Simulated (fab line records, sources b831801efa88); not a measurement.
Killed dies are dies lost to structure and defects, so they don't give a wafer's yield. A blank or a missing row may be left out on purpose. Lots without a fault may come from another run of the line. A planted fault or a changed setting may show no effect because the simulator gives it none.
Chamber matching | flow sky130 | SKY_CONTACT_CMP_27 on cmp-01: 4 sister chambers
The step polishes, stops on SiO2, t overpolish 15 s, target thk 0 nm. 18 wafers are shown with their chamber, then 9 later ones without.

WAFERS WITH THEIR CHAMBER
wafer  | chamber | overpolish_run_s (s) | motor_current_A (A) | retaining_ring_pressure_frac
L076.1 | 2       | 15.016               | 11.5                | 0.998
L076.2 | 0       | 14.991               | 10.8                | 1.002
L076.6 | 0       | 14.988               | 11.2                | 1.001
L081.3 | 1       | 15.000               | 10.7                | 1.004
L081.4 | 2       | 15.005               | 11.3                | 1.007
L081.6 | 1       | 15.013               | 11.1                | 0.997
L083.2 | 0       | 14.998               | 11.1                | 1.004
L083.4 | 1       | 15.007               | 10.1                | 1.009
L083.6 | 3       | 14.984               | 10.9                | 1.002
L084.1 | 2       | 15.005               | 11.5                | 1.002
L084.5 | 0       | 14.977               | 10.3                | 1.004
L084.6 | 1       | 15.002               | 10.5                | 1.003
L085.2 | 3       | 14.994               | 11.3                | 0.992
L085.4 | 2       | 14.996               | 11.1                | 1.009
L085.5 | 1       | 15.016               | 11.4                | 1.003
L087.2 | 3       | 15.010               | 10.9                | 0.998
L087.3 | 0       | 14.995               | 10.9                | 1.001
L087.6 | 1       | 15.005               | 10.4                | 0.996

SIGNATURES (means of the wafers above)
reading                      | chamber 0 | chamber 1 | chamber 2 | chamber 3 | scatter within a chamber
overpolish_run_s             | 14.98980  | 15.00717  | 15.00550  | 14.99600  | 0.00846
motor_current_A              | 10.860    | 10.700    | 11.350    | 11.033    | 0.363
retaining_ring_pressure_frac | 1.00240   | 1.00200   | 1.00400   | 0.99733   | 0.00422
Rule: a wafer's distance from a chamber is the root of the sum, over the readings, of the square of ((its reading less the chamber's mean) divided by the reading's scatter). The wafer belongs to the nearest chamber; if the next one is less than 2 further off, it can't be placed. The scatter: the root of (the sum of the squares of (reading less its chamber's mean) over the shown wafers, divided by (wafers less chambers)).

WAFERS WITHOUT THEIR CHAMBER
wafer  | overpolish_run_s (s) | motor_current_A (A) | retaining_ring_pressure_frac
L086.2 | 15.005               | 10.7                | 0.997
L086.3 | 15.000               | 11.1                | 0.997
L086.6 | 15.021               | 11.5                | 1.001
L091.3 | 14.998               | 11.3                | 1.002
L091.5 | 15.006               | 11.7                | 0.998
L091.6 | 15.011               | 11.0                | 1.002
L093.1 | 14.981               | 11.2                | 0.998
L093.2 | 14.998               | 10.8                | 1.003
L093.4 | 14.997               | 10.6                | 0.994

WHICH CHAMBER EACH WENT THROUGH
wafer  | from the rows above               | in truth
L086.2 | can't be placed: 1 or 3 or 0 or 2 | 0
L086.3 | can't be placed: 3 or 1 or 0 or 2 | 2
L086.6 | can't be placed: 2 or 1 or 3      | 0
L091.3 | can't be placed: 2 or 3 or 0 or 1 | 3
L091.5 | can't be placed: 2 or 3 or 1 or 0 | 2
L091.6 | can't be placed: 1 or 2 or 3 or 0 | 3
L093.1 | can't be placed: 0 or 3 or 2 or 1 | 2
L093.2 | can't be placed: 0 or 1 or 3 or 2 | 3
L093.4 | can't be placed: 3 or 1 or 0 or 2 | 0
Placed correctly: 0 of 9. Can't be placed from these rows: 9 (the true chamber is among the candidates in 8). Placed wrongly: 0.
